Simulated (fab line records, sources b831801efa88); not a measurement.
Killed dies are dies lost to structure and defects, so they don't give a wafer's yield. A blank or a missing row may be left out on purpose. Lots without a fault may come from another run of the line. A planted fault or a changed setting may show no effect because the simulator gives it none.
Problem report in the 8D (eight disciplines) form, filled by code | flow sky130 | the parts of the form that need people (team, actions taken, sign-off) are left out

1. THE PROBLEM
LI_CONTACT_HDPCVD_THK at SKY_LI_CONTACT_THK_MEAS_01 reads a mean of 1108 nm on 6 wafers of 2 lots; wafers without a fault read 931 nm with a standard deviation of 9.1. That is +19 standard deviations from the usual mean.
First seen on wafer L709.1, day 30 09:30, on film_metro-01. The record holds 36 wafers of 12 lots with a number at this step. Rule for "out", or "out of limits": more than 4 standard deviations from the usual mean. The other wafers with a number count as sound.

2. WHAT IT IS AND WHAT IT IS NOT
question                    | is                     | is not
which readings at this step | LI_CONTACT_HDPCVD_THK  | -
which lots                  | L709, L711             | L701, L702, L704, L707, L708, L718, L719, L720, L722, L723
which wafers of those lots  | all that have a number | -
read on which gauges        | film_metro-01          | film_metro-03
when                        | from day 30 09:30      | up to then (15 sound wafers); but 15 sound wafers of L718, L719, L720, L722, L723 came after

3. SUSPECTS, AND WHAT RULES EACH OUT
Counting: a tool at a process step up to the reading stays a suspect if it ran every lot that is out and no sound lot after the first of them.
- the gauge at SKY_LI_CONTACT_THK_MEAS_01: ruled out. All the wafers that are out were read on film_metro-01, but those of them that SKY_LI_CONTACT_HDPCVD_00 has rows for are out there too, on other tools.
- hdpcvd-02 at SKY_LI_CONTACT_HDPCVD_00 (deposits PSG, target thk 930 nm, time 155 s): ruled out as a lasting fault. Sound lots L718, L719, L720, L722 ran on it after its first lot that is out, L709 (day 30 09:23).
Left after counting: nothing in the record.

4. THE CAUSE (what the simulator had put in)
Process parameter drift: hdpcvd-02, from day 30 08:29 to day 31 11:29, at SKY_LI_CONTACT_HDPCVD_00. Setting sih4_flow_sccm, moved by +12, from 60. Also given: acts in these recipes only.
Counting ruled it out, wrongly: the rule takes a fault to strike every lot that its tool runs from its start on, and this one did not.

5. THE CHAIN OF EFFECTS, in route order
Each row: a reading whose mean over the struck wafers that have a number lies more than 3 standard deviations from the usual. Only readings for which the record gives a usual standard deviation are gone through. hours: the time from each lot's start at the first step in this table that gives one to its start at this step, as a median over the lots. sigmas: the change in usual standard deviations.
hours | step                       | reading               | usual      | on struck wafers | change | sigmas
0     | SKY_LI_CONTACT_HDPCVD_00   | sih4_flow_sccm        | 59.97 sccm | 72.08            | +12.11 | +64
0     | SKY_LI_CONTACT_THK_MEAS_01 | LI_CONTACT_HDPCVD_THK | 931 nm     | 1108             | +177   | +19
0     | SKY_LI_CONTACT_CMP_02      | time_to_endpoint_s    | 32.0 s     | 49.9             | +17.9  | +7.5
The process steps in it:
- SKY_LI_CONTACT_HDPCVD_00: deposits PSG, target thk 930 nm, time 155 s.
- SKY_LI_CONTACT_CMP_02: polishes PSG.
Later measuring or inspecting steps at which every struck wafer that the step has a row for has a number for every such reading, and none has moved that far: SKY_CONTACT_RS_MEAS_25.

6. WHAT WOULD HAVE CAUGHT IT SOONER
In this record the first reading out of limits at a measuring or inspecting step was taken at day 30 09:30, 1 hour after the fault began at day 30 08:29.
The tool's own readings at SKY_LI_CONTACT_HDPCVD_00 were out on every struck wafer that the step has a row for (sih4_flow_sccm): an alarm limit on them would have fired on the first of those.
